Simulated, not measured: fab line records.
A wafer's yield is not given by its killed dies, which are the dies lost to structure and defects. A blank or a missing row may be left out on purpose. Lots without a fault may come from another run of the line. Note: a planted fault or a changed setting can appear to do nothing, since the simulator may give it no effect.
Check for tools in common + flow sky130 + 11 lots, 33 wafers sampled

== WHY IT WAS OPENED ==
2 of 11 lots carry a flag on the reading PWDE_TW at SKY_PWDE_TW_MEAS_10. No-fault wafers: 376.1, standard deviation 2.7.
Rule: a lot is flagged when every wafer of it that has a number lies more than 4 standard deviations from that mean, or none has a number. The other lots count as sound.

| lot  | measured    | on            | PWDE_TW, wafer by wafer | flag    |
|------|-------------|---------------|-------------------------|---------|
| L453 | day 3 18:04 | film-metro-03 | 379.9 379.0 377.4       |         |
| L454 | day 4 05:00 | film-metro-03 | 377.7 378.7 376.9       |         |
| L456 | day 5 02:04 | film-metro-04 | 376.3 378.7 377.8       |         |
| L457 | day 5 14:15 | film-metro-02 | 372.3 374.3 371.6       |         |
| L461 | day 5 22:50 | film-metro-02 | 373.2 375.8 375.1       |         |
| L466 | day 7 01:32 | film-metro-04 | 376.0 376.7 377.7       |         |
| L467 | day 7 05:56 | film-metro-02 | 1123.3 1120.5 1123.4    | FLAGGED |
| L469 | day 7 13:28 | film-metro-04 | 1137.3 1136.4 1127.8    | FLAGGED |
| L471 | day 8 16:21 | film-metro-04 | 377.2 374.2 373.8       |         |
| L473 | day 9 00:31 | film-metro-04 | 377.9 377.4 378.7       |         |
| L476 | day 9 09:53 | film-metro-04 | 377.3 377.2 377.3       |         |
Flagged lots average 1128.1: +752.0 relative to the usual, that is +99 or more standard deviations.

== WHICH TOOL RAN EACH LOT ==
The record keeps 1 process step preceding the reading, out of 708 steps on the route. Cell contents, in order: the tool; ch with the chambers the sampled wafers went through; the start.
| lot  | flag    | SKY_DNWELL_COAT_02               |
|------|---------|----------------------------------|
| L453 |         | litho-track-02 ch 0, day 2 19:23 |
| L454 |         | litho-track-01 ch 0, day 3 06:14 |
| L456 |         | litho-track-04 ch 0, day 4 00:47 |
| L457 |         | litho-track-04 ch 0, day 4 10:32 |
| L461 |         | litho-track-04 ch 0, day 4 19:46 |
| L466 |         | litho-track-02 ch 0, day 5 21:17 |
| L467 | FLAGGED | litho-track-01, day 6 02:10      |
| L469 | FLAGGED | litho-track-04, day 6 08:34      |
| L471 |         | litho-track-04 ch 0, day 7 08:50 |
| L473 |         | litho-track-02 ch 0, day 7 16:47 |
| L476 |         | litho-track-04 ch 0, day 8 01:52 |
What is done by these steps:
- SKY_DNWELL_COAT_02: resist thk 3000 nm.
- SKY_PWDE_TW_MEAS_10

== FLAGGED AGAINST TOTAL, ONE TOOL AT A TIME (gauges that did the reading follow at the end) ==
| step                | tool           | lots run | flagged | share of the flagged lots | sound lots run after its first flagged lot |
|---------------------|----------------|----------|---------|---------------------------|--------------------------------------------|
| SKY_DNWELL_COAT_02  | litho-track-01 | 2        | 1       | some                      | 0                                          |
| SKY_DNWELL_COAT_02  | litho-track-02 | 3        | 0       | none                      | -                                          |
| SKY_DNWELL_COAT_02  | litho-track-04 | 6        | 1       | some                      | 2 (L471,L476)                              |
| SKY_PWDE_TW_MEAS_10 | film-metro-02  | 3        | 1       | some                      | 0                                          |
| SKY_PWDE_TW_MEAS_10 | film-metro-03  | 2        | 0       | none                      | -                                          |
| SKY_PWDE_TW_MEAS_10 | film-metro-04  | 6        | 1       | some                      | 3 (L471,L473,L476)                         |

== WHAT IS ALLOWED BY THE TABLE ==
No row of the table ran every flagged lot.

== WHAT WAS PUT IN BY THE SIMULATOR ==
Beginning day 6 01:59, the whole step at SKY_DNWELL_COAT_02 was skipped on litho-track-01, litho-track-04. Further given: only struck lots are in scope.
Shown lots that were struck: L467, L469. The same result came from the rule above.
